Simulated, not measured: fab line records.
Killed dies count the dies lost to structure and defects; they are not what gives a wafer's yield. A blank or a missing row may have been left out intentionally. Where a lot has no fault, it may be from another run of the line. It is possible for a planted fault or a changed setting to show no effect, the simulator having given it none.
Matching of chambers | flow sky130 | SKY_CONTACT_CMP_27 on cmp-01: 4 sister chambers
The step polishes, stops on SiO2, t overpolish 15 s, target thk 0 nm. 8 wafers are shown with their chamber, then 7 later ones without.

WAFERS WITH THEIR CHAMBER
wafer  | chamber | motor current A (A) | overpolish run s (s)
L585.5 | 3       | 11.4                | 14.999
L597.2 | 3       | 11.6                | 15.014
L598.6 | 0       | 9.8                 | 14.986
L603.4 | 1       | 9.9                 | 14.989
L603.5 | 1       | 10.3                | 14.997
L603.6 | 2       | 13.1                | 15.008
L604.1 | 2       | 13.9                | 15.015
L604.3 | 0       | 10.5                | 14.989

WAFERS WITHOUT THEIR CHAMBER
wafer  | motor current A (A) | overpolish run s (s)
L604.5 | 10.8                | 15.004
L605.2 | 10.2                | 14.993
L605.3 | 11.2                | 14.988
L605.6 | 9.8                 | 15.003
L606.2 | 10.4                | 15.008
L606.3 | 9.6                 | 15.001
L606.5 | 10.5                | 15.012

THE CHAMBER EACH PASSED THROUGH
wafer  | from the rows above          | in truth
L604.5 | can't be placed: 3 or 1 or 0 | 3
L605.2 | can't be placed: 1 or 0      | 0
L605.3 | can't be placed: 0 or 1 or 3 | 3
L605.6 | can't be placed: 1 or 0      | 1
L606.2 | can't be placed: 1 or 3 or 0 | 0
L606.3 | can't be placed: 1 or 0      | 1
L606.5 | can't be placed: 3 or 1 or 0 | 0
Correct placement for 0 of the 7. Unplaceable from these rows: 7, with the true chamber sitting among the candidates in 7. Number placed wrongly: 0.
How it was worked out, from the rows above alone: a wafer's distance from a chamber is the root of the sum, over the readings, of the square of ((its reading less the chamber's mean) divided by the reading's scatter). The wafer belongs to the nearest chamber; if the next one is less than 2 further off, it can't be placed. Each chamber's mean is taken over the wafers shown for it. The scatter: take each reading less its chamber's mean, square it, sum over the shown wafers, divide by the number of wafers less the number of chambers, and take the root.
